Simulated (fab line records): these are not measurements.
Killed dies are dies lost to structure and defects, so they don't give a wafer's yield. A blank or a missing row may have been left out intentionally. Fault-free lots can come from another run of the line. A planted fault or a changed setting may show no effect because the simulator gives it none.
Problem report, 8D (eight disciplines) form, completed by code ; flow gf180mcu ; the parts of the form that need people (team, actions taken, sign-off) are left out

1. WHAT IS WRONG
developer_temp_C at GF_PSD_DEVELOP_06 reads a mean of 22.16 C on 6 wafers of 2 lots; wafers without a fault read 23.03 C with a standard deviation of 0.11. That is -7.9 standard deviations from the usual mean.
The step: develop time 60 s.
First seen on wafer L792.1, day 19 18:35, on litho_track-03. Wafers with a number at this step in the record: 42, from 14 lots. Rule for "out", or "out of limits": more than 4 standard deviations from the usual mean. Any other wafer with a number is counted as sound.

2. WHAT IT IS, WHAT IT ISN'T
question;is;is not
which readings at this step;developer_temp_C;-
which lots;L792, L793;L776, L777, L780, L782, L784, L787, L788, L789, L790, L795, L797, L799
which wafers of those lots;all that have a number;-
read on which tools;litho_track-03;litho_track-01, litho_track-04
when;from day 19 18:35;"up to then (27 sound wafers); but 9 sound wafers of L795, L797, L799 came after"

3. WHAT RULES OUT EACH SUSPECT
Counting: any tool at a process step up to the reading is kept as a suspect provided that every lot that is out went through it and no sound lot did after the first of them.
- litho_track-03 at GF_PSD_DEVELOP_06 (develop time 60 s): kept. All lots that are out passed through it, beginning with L792 at day 19 18:35, and no sound lot followed; its final sound lot before that point was L790 at day 19 01:34. Its own readings are out on those wafers: developer_temp_C.
The count leaves litho_track-03 at GF_PSD_DEVELOP_06.

4. THE CAUSE (what the simulator had put in)
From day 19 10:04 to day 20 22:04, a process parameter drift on litho_track-03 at GF_PSD_DEVELOP_06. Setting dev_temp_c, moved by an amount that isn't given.
After counting, this tool was the only one left.

5. THE CHAIN OF EFFECTS, in route order
One row per reading whose mean, taken over the struck wafers that have a number, lies over 3 standard deviations from the usual. Only readings whose record carries a usual standard deviation are examined. hours: median over the lots of the time between each lot's start at the first step of this table that gives one and its start at this step. sigmas: the change, counted in usual standard deviations.
hours;step;reading;usual;on struck wafers;change;sigmas
0;GF_PSD_DEVELOP_06;developer_temp_C;23.03 C;22.16;-0.87;-7.9
It contains these process steps:
- GF_PSD_DEVELOP_06: develop time 60 s.
Later steps that measure or inspect, where all struck wafers having a row at the step show a number for every such reading and not one has moved that far: GF_SAB_THK_MEAS_01.

6. HOW IT WOULD HAVE BEEN CAUGHT EARLIER
9 hours passed between the start of the fault at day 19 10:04 and the first reading out of limits in this record, taken at day 19 18:35.
